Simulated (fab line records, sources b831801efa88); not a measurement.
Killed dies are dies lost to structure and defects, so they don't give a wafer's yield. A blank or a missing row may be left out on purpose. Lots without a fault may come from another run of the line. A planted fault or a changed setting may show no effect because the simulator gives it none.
fab line records | flow sky130 | part 1 of 2: steps 1 to 22 of 31
record lots=5 wafers=15 last_day=50
route steps=708 shown DNWELL@42 PWDE@45 NWELL@56
lots that met no fault: from a run of the same line without faults
start_h: hours from the record's first day to the start of the lot's first wafer shown | wait_h: hours since the lot's step before | " the same as in the row above | L1.1+2: a row that stands for several wafers | - no value, or no start given | * or withheld: withheld | < > ~ a bound
route shown NAME@n: a module of which the file shows steps, and the number in the route of the first | usual: mean/standard deviation of fault-free wafers | same: alike in all rows | chamber/n: place in a boat | sites: the reading at each site | _std_site: their standard deviation | _edge_site: outer sites' mean less inner sites' | radius_mm: how far each site lies from the wafer's centre | mask NAME#n: copy n | behind: the tool/chamber that last shaped the wafer | hold: why the lot was held/for how many hours/how that ended | device: the transistor (n, p or np) that didn't switch | end of line: the same wafers' tests at the end of the route | a step without rows: its recipe alone | killed: dies lost to structure and defects at the first sort, not the wafer's yield | map: a wafer's dies, x killed, . not, _ none there
set.NAME: the setting as run; set.NAME@STEP: as run at that earlier step | model.NAME: the simulator's own value behind a step, which no gauge read
lots at some steps of the route; a table a step, a row a wafer
services: from which hour (start_h, from the record's first day; less than 0 if before it) a tool's chamber was out of use, for how many hours, and why
## steps
# step SKY_DNWELL_IMPLANT_07
# recipe species=P energy_kev=withheld dose_cm2=withheld tilt_deg=withheld
# usual end_station_pressure_torr=4.99e-06/2.6e-07
# columns lot.wafer tool chamber start_h wait_h end_station_pressure_torr
L075.1 implanter-01 0 57.26 - 5.2e-06
L075.4 " 0 " " 5.26e-06
L075.5 " 0 " " 4.84e-06
L081.1 implanter-04 0 89.11 - 5.11e-06
L081.2 " 0 " " 4.35e-06
L081.5 " 0 " " 5.06e-06
L091.3 implanter-03 0 151.80 - 5.5e-06
L091.4 " 0 " " 5.64e-06
L091.6 " 0 " " 5.02e-06
L093.1 implanter-01 0 156.45 - 5.2e-06
L093.3 " 0 " " 5.23e-06
L093.4 " 0 " " 4.82e-06
L097.1 implanter-04 0 177.95 - 4.59e-06
L097.5 " 0 " " 5.34e-06
L097.6 " 0 " " 4.8e-06
# step SKY_DNWELL_STRIP_08
# recipe chemistry=O2/N2 power_w=1400 pressure_mtorr=1500 platen_temp_c=withheld o2_flow_sccm=3000 n2_flow_sccm=300 overash_fraction=0.5
# usual drypump_motor_current_A=5.8/0.36 oes_product_au=0.722/0.0048 strip_time_to_endpoint_s=36.90/0.092
# columns lot.wafer tool chamber start_h wait_h drypump_motor_current_A oes_product_au rf_hours_counter_h strip_time_to_endpoint_s
L075.1 plasma_asher-03 1 57.41 0.1 6.2 0.711 23 36.84
L075.4 " 0 " " 6.1 0.729 - 36.85
L075.5 " 1 " " 6.2 0.711 - 36.74
L081.1 plasma_asher-01 1 89.26 0.1 5.5 0.720 42 36.91
L081.2 " 0 " " 5.3 0.722 42 36.87
L081.5 " 0 " " 5.3 0.722 - 36.96
L091.3 plasma_asher-01 1 151.94 0.1 5.5 0.718 - 36.95
L091.4 " 0 " " 5.3 0.722 - 36.89
L091.6 " 0 " " 5.3 0.719 - 36.86
L093.1 plasma_asher-01 0 156.60 0.1 5.3 0.727 49 36.95
L093.3 " 0 " " 5.3 0.716 - 36.99
L093.4 " 1 " " 5.5 0.721 - 36.96
L097.1 plasma_asher-03 0 178.10 0.1 6.1 0.720 33 37.02
L097.5 " 1 " " 6.2 0.720 - 36.98
L097.6 " 0 " " 6.1 0.720 - 36.90
# step SKY_DNWELL_TW_MEAS_09
# usual DNWELL_TW=1112/11
# columns lot.wafer tool chamber start_h wait_h DNWELL_TW
L075.1 film_metro-01 - 57.51 0.1 1111
L075.4 " - " " 1109
L075.5 " - " " 1108
L081.1 film_metro-04 - 89.36 0.1 1105
L081.2 " - " " 1100
L081.5 " - " " 1092
L091.3 film_metro-03 - 152.02 0.1 1132
L091.4 " - " " 1135
L091.6 " - " " 1131
L093.1 film_metro-01 - 156.70 0.1 1121
L093.3 " - " " 1119
L093.4 " - " " 1119
L097.1 film_metro-01 - 178.20 0.1 1103
L097.5 " - " " 1106
L097.6 " - " " 1108
# step SKY_PWDE_DEHYDRATE_00
# recipe temp_c=200 time_s=60
# usual exhaust_pa=45.0/0.9 resist_line_temp_C=23.01/0.11
# columns lot.wafer tool chamber start_h wait_h exhaust_pa resist_line_temp_C
L075.1 litho_track-03 0 65.21 7.7 44.3 22.90
L075.4 " 0 " " 45.7 23.11
L075.5 " 0 " " 44.9 23.03
L081.1 litho_track-04 0 97.91 8.5 45.7 22.74
L081.2 " 0 " " 44.6 23.02
L081.5 " 0 " " 45.1 22.96
L091.3 litho_track-03 0 160.96 8.9 44.9 23.02
L091.4 " 0 " " 43.8 23.06
L091.6 " 0 " " 45.7 23.28
L093.1 litho_track-01 0 166.40 9.7 44.0 22.94
L093.3 " 0 " " 44.9 22.97
L093.4 " 0 " " 44.7 22.97
L097.1 litho_track-01 0 188.10 9.9 46.0 22.73
L097.5 " 0 " " 46.3 22.69
L097.6 " 0 " " 46.6 22.68
# step SKY_PWDE_HMDS_01
# recipe prime_time_s=60 prime_temp_c=120
# usual exhaust_pa=45.2/0.92 resist_line_temp_C=23.01/0.1
# columns lot.wafer tool chamber start_h wait_h exhaust_pa resist_line_temp_C
L075.1 litho_track-03 0 65.36 0.1 45.7 23.01
L075.4 " 0 " " 45.3 23.05
L075.5 " 0 " " 45.1 23.01
L081.1 litho_track-04 0 98.06 0.1 48.8 22.90
L081.2 " 0 " " 46.5 22.94
L081.5 " 0 " " 47.1 22.94
L091.3 litho_track-03 0 161.11 0.1 44.0 23.15
L091.4 " 0 " " 43.4 23.09
L091.6 " 0 " " 45.1 23.17
L093.1 litho_track-01 0 166.55 0.1 45.0 23.05
L093.3 " 0 " " 45.8 23.02
L093.4 " 0 " " 45.6 22.93
L097.1 litho_track-01 0 188.25 0.1 46.8 23.13
L097.5 " 0 " " 46.5 22.89
L097.6 " 0 " " 45.2 22.94
# step SKY_PWDE_COAT_02
# recipe spin_rpm=2000 resist_thk_nm=3000
# usual dispense_pressure_kPa=49/5.3 exhaust_pa=45.0/0.85 resist_line_temp_C=22.98/0.097
# columns lot.wafer tool chamber start_h wait_h dispense_pressure_kPa exhaust_pa resist_line_temp_C
L075.1 litho_track-03 0 65.51 0.1 51 43.8 23.15
L075.4 " 0 " " 51 43.5 23.06
L075.5 " 0 " " 51 44.0 23.12
L081.1 litho_track-04 0 98.21 0.1 43 43.9 22.96
L081.2 " 0 " " 43 44.8 23.06
L081.5 " 0 " " 43 44.9 22.86
L091.3 litho_track-03 0 161.26 0.1 51 45.9 23.03
L091.4 " 0 " " 51 44.5 22.99
L091.6 " 0 " " 51 45.3 23.07
L093.1 litho_track-01 0 166.70 0.1 56 44.1 22.97
L093.3 " 0 " " 56 44.8 22.87
L093.4 " 0 " " 56 44.5 22.88
L097.1 litho_track-01 0 188.40 0.1 56 44.1 23.07
L097.5 " 0 " " 56 44.0 22.94
L097.6 " 0 " " 56 45.3 22.73
# step SKY_PWDE_SOFTBAKE_03
# recipe temp_c=110 time_s=withheld
# usual exhaust_pa=44.9/0.9 resist_line_temp_C=23.01/0.091
# columns lot.wafer tool chamber start_h wait_h exhaust_pa resist_line_temp_C
L075.1 litho_track-03 0 65.66 0.1 46.2 22.89
L075.4 " 0 " " 45.7 23.06
L075.5 " 0 " " 46.1 22.95
L081.1 litho_track-04 0 98.36 0.1 44.5 23.04
L081.2 " 0 " " 44.6 22.95
L081.5 " 0 " " 43.8 23.16
L091.3 litho_track-03 0 161.43 0.1 43.2 23.09
L091.4 " 0 " " 45.7 23.12
L091.6 " 0 " " 45.7 23.09
L093.1 litho_track-01 0 166.85 0.1 46.1 22.98
L093.3 " 0 " " 44.9 22.96
L093.4 " 0 " " 44.7 22.86
L097.1 litho_track-01 0 188.55 0.1 44.6 22.93
L097.5 " 0 " " 44.9 22.94
L097.6 " 0 " " 45.2 23.01
# step SKY_PWDE_EXPOSE_04
# recipe mask_id=PWDEM na=0.6 source_shape=conventional sigma_outer=0.6 polarization=unpolarized target_cd_nm=840 dose_mj=214
# usual exposure_dose_mJ_cm2=213.99/0.18
# columns lot.wafer tool chamber start_h wait_h mask exposure_dose_mJ_cm2
L075.1 iline_stepper-01 0 - - PWDEM#0 214.00
L075.4 " 0 " " PWDEM#0 214.34
L075.5 " 0 " " PWDEM#0 214.08
L081.1 iline_stepper-02 0 - - PWDEM#0 214.24
L081.2 " 0 " " PWDEM#0 214.18
L081.5 " 0 " " PWDEM#0 213.90
L091.3 iline_stepper-01 0 - - PWDEM#0 213.83
L091.4 " 0 " " PWDEM#0 213.70
L091.6 " 0 " " PWDEM#0 213.86
L093.1 iline_stepper-01 0 - - PWDEM#0 214.09
L093.3 " 0 " " PWDEM#0 213.90
L093.4 " 0 " " PWDEM#0 214.05
L097.1 iline_stepper-01 0 - - PWDEM#0 213.83
L097.5 " 0 " " PWDEM#0 213.80
L097.6 " 0 " " PWDEM#0 213.86
# step SKY_PWDE_PEB_05
# recipe temp_c=115 time_s=withheld
# usual exhaust_pa=45.1/0.83 resist_line_temp_C=22.99/0.097
# columns lot.wafer tool chamber start_h wait_h exhaust_pa resist_line_temp_C
L075.1 litho_track-04 0 - - 43.6 22.99
L075.4 " 0 " " 45.1 22.96
L075.5 " 0 " " 45.3 23.10
L081.1 litho_track-04 0 - - 44.6 23.01
L081.2 " 0 " " 44.8 23.13
L081.5 " 0 " " 45.1 22.99
L091.3 litho_track-01 0 - - 45.0 22.92
L091.4 " 0 " " 45.1 23.01
L091.6 " 0 " " 43.9 23.01
L093.1 litho_track-03 0 - - 46.4 23.04
L093.3 " 0 " " 47.1 23.07
L093.4 " 0 " " 45.8 23.00
L097.1 litho_track-03 0 - - 44.2 23.02
L097.5 " 0 " " 45.0 22.79
L097.6 " 0 " " 44.4 23.05
# step SKY_PWDE_DEVELOP_06
# recipe wall_angle_deg=90 developer=TMAH develop_time_s=60 dev_temp_c=23
# usual exhaust_pa=44.8/0.82 resist_line_temp_C=23.01/0.12
# columns lot.wafer tool chamber start_h wait_h exhaust_pa resist_line_temp_C
L075.1 litho_track-04 0 - - 45.0 22.98
L075.4 " 0 " " 45.3 22.83
L075.5 " 0 " " 46.5 22.98
L081.1 litho_track-04 0 - - 45.9 22.97
L081.2 " 0 " " 44.9 22.99
L081.5 " 0 " " 45.1 23.11
L091.3 litho_track-01 0 - - 45.8 23.08
L091.4 " 0 " " 44.1 23.02
L091.6 " 0 " " 43.8 22.99
L093.1 litho_track-03 0 - - 44.7 22.83
L093.3 " 0 " " 44.6 22.96
L093.4 " 0 " " 46.2 23.03
L097.1 litho_track-03 0 - - 45.1 23.03
L097.5 " 0 " " 44.7 23.17
L097.6 " 0 " " 45.4 23.01
# step SKY_PWDE_OVL_MEAS_07
# usual PWDE_OVL=-0.1/1.2
# columns lot.wafer tool chamber start_h wait_h PWDE_OVL[nm]
L075.1 overlay-01 - 74.06 - -2.8
L075.4 " - " " -0.6
L075.5 " - " " -0.5
L081.1 overlay-02 - 107.30 - 1.5
L081.2 " - " " 0.1
L081.5 " - " " -1.3
L091.3 overlay-01 - 171.11 - 2.3
L091.4 " - " " 0.3
L091.6 " - " " 1.7
L093.1 overlay-02 - 177.56 - -0.3
L093.3 " - " " -2.3
L093.4 " - " " -0.8
L097.1 overlay-02 - 199.36 - 0.1
L097.5 " - " " 0.0
L097.6 " - " " 0.2
# step SKY_PWDE_IMPLANT_08
# recipe species=B energy_kev=150 dose_cm2=3.6e+12 tilt_deg=withheld
# usual end_station_pressure_torr=5.02e-06/2.6e-07
# columns lot.wafer tool chamber start_h wait_h end_station_pressure_torr
L075.1 implanter-02 0 74.09 0.0 5.12e-06
L075.4 " 0 " " 5.08e-06
L075.5 " 0 " " 4.62e-06
L081.1 implanter-02 0 107.34 0.0 5.37e-06
L081.2 " 0 " " 5.28e-06
L081.5 " 0 " " 4.49e-06
L091.3 implanter-02 0 171.19 0.1 4.66e-06
L091.4 " 0 " " 5.04e-06
L091.6 " 0 " " 5.04e-06
L093.1 implanter-03 0 177.60 0.0 5.09e-06
L093.3 " 0 " " 4.88e-06
L093.4 " 0 " " 4.84e-06
L097.1 implanter-03 0 199.40 0.0 4.73e-06
L097.5 " 0 " " 5.15e-06
L097.6 " 0 " " 4.99e-06
# step SKY_PWDE_STRIP_09
# recipe chemistry=O2/N2 power_w=1400 pressure_mtorr=1500 platen_temp_c=withheld o2_flow_sccm=3000 n2_flow_sccm=300 overash_fraction=0.5
# usual drypump_motor_current_A=5.7/0.35 oes_product_au=0.722/0.0047 strip_time_to_endpoint_s=36.89/0.11
# columns lot.wafer tool chamber start_h wait_h drypump_motor_current_A oes_product_au rf_hours_counter_h strip_time_to_endpoint_s
L075.1 plasma_asher-04 0 74.24 0.1 5.7 0.725 42 36.77
L075.4 " 0 " " 5.8 0.727 - 36.81
L075.5 " 1 " " 6.0 0.734 - 36.83
L081.1 plasma_asher-01 0 107.49 0.1 5.3 0.723 44 37.07
L081.2 " 1 " " 5.5 0.725 44 36.97
L081.5 " 1 " " 5.5 0.714 - 36.97
L091.3 plasma_asher-04 0 171.32 0.1 5.7 0.718 - 36.92
L091.4 " 1 " " 6.0 0.723 - 36.98
L091.6 " 1 " " 6.0 0.715 - 36.95
L093.1 plasma_asher-04 1 177.75 0.1 6.0 0.720 52 36.78
L093.3 " 0 " " 5.7 0.718 - 36.89
L093.4 " 1 " " 6.0 0.717 - 36.83
L097.1 plasma_asher-01 1 199.55 0.1 5.5 0.726 54 37.02
L097.5 " 1 " " 5.5 0.720 - 37.09
L097.6 " 0 " " 5.3 0.722 - 37.06
# step SKY_PWDE_TW_MEAS_10
# usual PWDE_TW=374/4.5
# columns lot.wafer tool chamber start_h wait_h PWDE_TW
L075.1 film_metro-01 - 74.34 0.1 374
L075.4 " - " " 372
L075.5 " - " " 371
L081.1 film_metro-04 - 107.59 0.1 368
L081.2 " - " " 372
L081.5 " - " " 369
L091.3 film_metro-01 - 171.41 0.1 373
L091.4 " - " " 374
L091.6 " - " " 373
L093.1 film_metro-04 - 177.85 0.1 373
L093.3 " - " " 373
L093.4 " - " " 373
L097.1 film_metro-04 - 199.65 0.1 368
L097.5 " - " " 368
L097.6 " - " " 369
# step SKY_NWELL_DEHYDRATE_03
# recipe temp_c=200 time_s=60
# usual exhaust_pa=45.2/0.91 resist_line_temp_C=22.99/0.1
# columns lot.wafer tool chamber start_h wait_h exhaust_pa resist_line_temp_C
L075.1 litho_track-04 0 82.36 8.0 47.2 23.01
L075.4 " 0 " " 46.3 22.98
L075.5 " 0 " " 46.8 22.95
L081.1 litho_track-03 0 116.36 8.8 45.2 23.02
L081.2 " 0 " " 46.5 22.89
L081.5 " 0 " " 45.0 23.02
L091.3 litho_track-02 0 181.62 10.2 45.8 22.91
L091.4 " 0 " " 44.7 23.16
L091.6 " 0 " " 46.3 22.96
L093.1 litho_track-03 0 187.91 10.1 44.4 22.73
L093.3 " 0 " " 44.8 22.84
L093.4 " 0 " " 43.9 22.84
L097.1 litho_track-03 0 210.21 10.6 44.7 23.10
L097.5 " 0 " " 45.5 22.97
L097.6 " 0 " " 45.5 23.04
# step SKY_NWELL_HMDS_04
# recipe prime_time_s=60 prime_temp_c=120
# usual exhaust_pa=45.0/0.76 resist_line_temp_C=22.99/0.11
# columns lot.wafer tool chamber start_h wait_h exhaust_pa resist_line_temp_C
L075.1 litho_track-04 0 82.51 0.1 45.4 23.04
L075.4 " 0 " " 45.0 22.90
L075.5 " 0 " " 44.3 22.98
L081.1 litho_track-03 0 116.51 0.1 45.6 22.97
L081.2 " 0 " " 45.3 23.04
L081.5 " 0 " " 46.5 23.13
L091.3 litho_track-02 0 181.77 0.1 44.9 22.91
L091.4 " 0 " " 45.9 22.92
L091.6 " 0 " " 45.5 22.85
L093.1 litho_track-03 0 188.06 0.1 45.8 22.91
L093.3 " 0 " " 45.7 22.96
L093.4 " 0 " " 46.0 22.92
L097.1 litho_track-03 0 210.36 0.1 44.5 23.07
L097.5 " 0 " " 44.9 23.10
L097.6 " 0 " " 45.2 22.96
# step SKY_NWELL_COAT_05
# recipe spin_rpm=2000 resist_thk_nm=3000
# usual dispense_pressure_kPa=48/3.2 exhaust_pa=45.1/0.81 resist_line_temp_C=23.00/0.11
# columns lot.wafer tool chamber start_h wait_h dispense_pressure_kPa exhaust_pa resist_line_temp_C
L075.1 litho_track-04 0 82.66 0.1 43 44.2 23.06
L075.4 " 0 " " 43 45.0 23.00
L075.5 " 0 " " 43 44.9 22.95
L081.1 litho_track-03 0 116.66 0.1 51 44.7 23.13
L081.2 " 0 " " 51 45.3 23.03
L081.5 " 0 " " 51 45.1 23.08
L091.3 litho_track-02 0 181.92 0.1 48 43.9 22.83
L091.4 " 0 " " 48 45.8 22.77
L091.6 " 0 " " 48 45.1 22.96
L093.1 litho_track-03 0 188.21 0.1 51 43.9 23.19
L093.3 " 0 " " 51 45.7 23.00
L093.4 " 0 " " 51 44.8 23.01
L097.1 litho_track-03 0 210.51 0.1 51 44.7 23.10
L097.5 " 0 " " 51 44.5 23.00
L097.6 " 0 " " 51 44.0 23.10
# step SKY_NWELL_SOFTBAKE_06
# recipe temp_c=110 time_s=withheld
# usual exhaust_pa=45.2/0.87 resist_line_temp_C=23.00/0.11
# columns lot.wafer tool chamber start_h wait_h exhaust_pa resist_line_temp_C
L075.1 litho_track-04 0 82.81 0.1 44.8 22.97
L075.4 " 0 " " 45.6 23.19
L075.5 " 0 " " 44.5 23.26
L081.1 litho_track-03 0 116.81 0.1 44.7 22.91
L081.2 " 0 " " 44.0 22.94
L081.5 " 0 " " 44.2 22.93
L091.3 litho_track-02 0 182.09 0.1 44.0 22.95
L091.4 " 0 " " 44.8 22.89
L091.6 " 0 " " 44.1 22.92
L093.1 litho_track-03 0 188.36 0.1 43.8 23.02
L093.3 " 0 " " 44.8 23.15
L093.4 " 0 " " 44.0 23.14
L097.1 litho_track-03 0 210.66 0.1 45.2 22.98
L097.5 " 0 " " 46.1 22.94
L097.6 " 0 " " 45.9 23.02
# step SKY_NWELL_EXPOSE_07
# recipe mask_id=NWM na=0.6 source_shape=conventional sigma_outer=0.6 polarization=unpolarized target_cd_nm=840 dose_mj=255
# usual exposure_dose_mJ_cm2=254.96/0.23
# columns lot.wafer tool chamber start_h wait_h mask exposure_dose_mJ_cm2
L075.1 iline_stepper-02 0 - - NWM#0 254.84
L075.4 " 0 " " NWM#0 255.19
L075.5 " 0 " " NWM#0 254.61
L081.1 iline_stepper-02 0 - - NWM#0 255.15
L081.2 " 0 " " NWM#0 255.22
L081.5 " 0 " " NWM#0 255.11
L091.3 iline_stepper-01 0 - - NWM#0 255.36
L091.4 " 0 " " NWM#0 255.03
L091.6 " 0 " " NWM#0 254.99
L093.1 iline_stepper-02 0 - - NWM#0 254.99
L093.3 " 0 " " NWM#0 255.40
L093.4 " 0 " " NWM#0 255.40
L097.1 iline_stepper-02 0 - - NWM#0 254.77
L097.5 " 0 " " NWM#0 254.71
L097.6 " 0 " " NWM#0 254.95
# step SKY_NWELL_PEB_08
# recipe temp_c=115 time_s=withheld
# usual exhaust_pa=45.0/0.95 resist_line_temp_C=23.01/0.087
# columns lot.wafer tool chamber start_h wait_h exhaust_pa resist_line_temp_C
L075.1 litho_track-03 0 - - 44.6 22.91
L075.4 " 0 " " 44.2 23.10
L075.5 " 0 " " 43.3 22.92
L081.1 litho_track-03 0 - - 46.4 23.06
L081.2 " 0 " " 45.5 22.94
L081.5 " 0 " " 44.7 23.03
L091.3 litho_track-02 0 - - 45.0 23.15
L091.4 " 0 " " 44.8 22.93
L091.6 " 0 " " 45.7 23.04
L093.1 litho_track-02 0 - - 45.1 23.05
L093.3 " 0 " " 46.2 23.11
L093.4 " 0 " " 45.6 23.10
L097.1 litho_track-04 0 - - 46.9 22.93
L097.5 " 0 " " 45.6 22.87
L097.6 " 0 " " 44.8 22.88
# step SKY_NWELL_DEVELOP_09
# recipe wall_angle_deg=90 developer=TMAH develop_time_s=60 dev_temp_c=23
# usual exhaust_pa=44.9/0.91 resist_line_temp_C=23.02/0.094
# columns lot.wafer tool chamber start_h wait_h exhaust_pa resist_line_temp_C
L075.1 litho_track-03 0 - - 44.1 23.09
L075.4 " 0 " " 45.9 23.02
L075.5 " 0 " " 44.6 23.03
L081.1 litho_track-03 0 - - 45.4 22.98
L081.2 " 0 " " 47.4 22.89
L081.5 " 0 " " 46.1 23.01
L091.3 litho_track-02 0 - - 43.6 23.10
L091.4 " 0 " " 44.7 23.07
L091.6 " 0 " " 44.9 23.16
L093.1 litho_track-02 0 - - 44.7 22.94
L093.3 " 0 " " 46.1 22.94
L093.4 " 0 " " 45.1 23.13
L097.1 litho_track-04 0 - - 45.7 23.04
L097.5 " 0 " " 45.3 23.12
L097.6 " 0 " " 45.4 23.01
# step SKY_NWELL_OVL_MEAS_10
# usual NWELL_00_OVL=-1.0/1.4
# columns lot.wafer tool chamber start_h wait_h NWELL_00_OVL[nm]
L075.1 overlay-02 - 91.46 - -0.3
L075.4 " - " " -0.7
L075.5 " - " " -2.0
L081.1 overlay-01 - 125.21 - -1.6
L081.2 " - " " -1.9
L081.5 " - " " -3.2
L091.3 overlay-02 - 192.43 - 0.6
L091.4 " - " " -2.5
L091.6 " - " " 0.1
L093.1 overlay-01 - 198.92 - 2.6
L093.3 " - " " 1.6
L093.4 " - " " 0.4
L097.1 overlay-02 - 221.80 - -1.6
L097.5 " - " " -1.6
L097.6 " - " " -1.1
